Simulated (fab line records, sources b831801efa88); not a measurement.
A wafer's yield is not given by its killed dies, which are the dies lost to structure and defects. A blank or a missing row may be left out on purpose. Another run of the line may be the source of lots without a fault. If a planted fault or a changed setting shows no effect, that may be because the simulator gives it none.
Problem report in the 8D (eight disciplines) form, filled by code	flow sky130	the parts of the form that need people (team, actions taken, sign-off) are left out

== 1. WHAT IS WRONG ==
chamber_pressure_pa at SKY_METAL5_SPUTTER_03 reads a mean of 0.4649 Pa on 6 wafers of 2 lots; wafers without a fault read 0.4000 Pa with a standard deviation of 0.00084. Measured from the usual mean, that is +77 standard deviations.
The step: material Ti, target thk 5 nm, time 3.3 s.
First observed at day 45 09:21: wafer L799.1, on pvd_sputter-04. Wafers with a number at this step in the record: 36, from 12 lots. Rule for "out", or "out of limits": more than 4 standard deviations from the usual mean. The other wafers with a number count as sound.

== 2. WHAT IT IS, WHAT IT ISN'T ==
question	is	is not
which readings at this step	chamber_pressure_pa	-
which lots	L799, L805	L791, L792, L793, L795, L797, L800, L801, L807, L811, L812
which wafers of those lots	all that have a number	-
read on which tools	pvd_sputter-04	pvd_sputter-01, pvd_sputter-02
when	from day 45 09:21	up to then (15 sound wafers); but 15 sound wafers of L800, L801, L807, L811, L812 came after

== 3. THE SUSPECTS, EACH WITH WHAT RULES IT OUT ==
Counting: a tool stays on the suspect list if, at a process step up to the reading, it processed all lots that are out and no sound lot following the first of them.
- rie_diel-04 at SKY_METAL4_ETCH_17 (etches SiO2 in C4F8/O2/Ar, stops on TiN, time 3.9 s, target depth 15 nm): ruled out as a lasting fault. After its first lot that is out, L799 (day 44 08:55), sound lots L800, L807 ran on it.
- pvd_sputter-04 at SKY_METAL5_SPUTTER_03 (material Ti, target thk 5 nm, time 3.3 s): kept. All lots that are out passed through it, beginning with L799 at day 45 09:21, and no sound lot followed; its final sound lot before that point was L797 at day 44 18:56. Its own readings are out on those wafers: chamber_pressure_pa.
Remaining after the count: pvd_sputter-04 at SKY_METAL5_SPUTTER_03.

== 4. THE CAUSE (what the simulator had put in) ==
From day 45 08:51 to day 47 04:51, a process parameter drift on pvd_sputter-04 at SKY_METAL5_SPUTTER_03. A move of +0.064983 in setting chamber_pressure_pa, from 0.4. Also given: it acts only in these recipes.
Only this tool survived the counting.

== 5. THE CHAIN OF EFFECTS, in route order ==
Rows list readings where the struck wafers' mean (over those with a number) sits beyond 3 standard deviations from the usual. Only readings whose record carries a usual standard deviation are examined. hours: median over the lots of the time between each lot's start at the first step of this table that gives one and its start at this step. sigmas: the change, counted in usual standard deviations.
hours	step	reading	usual	on struck wafers	change	sigmas
0	SKY_METAL5_SPUTTER_03	chamber_pressure_pa	0.4000 Pa	0.4649	+0.0649	+77
It contains these process steps:
- SKY_METAL5_SPUTTER_03: material Ti, target thk 5 nm, time 3.3 s.

== 6. HOW IT WOULD HAVE BEEN CAUGHT EARLIER ==
First out-of-limits reading in this record: day 45 09:21, which is 0 hours after fault onset at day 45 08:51.
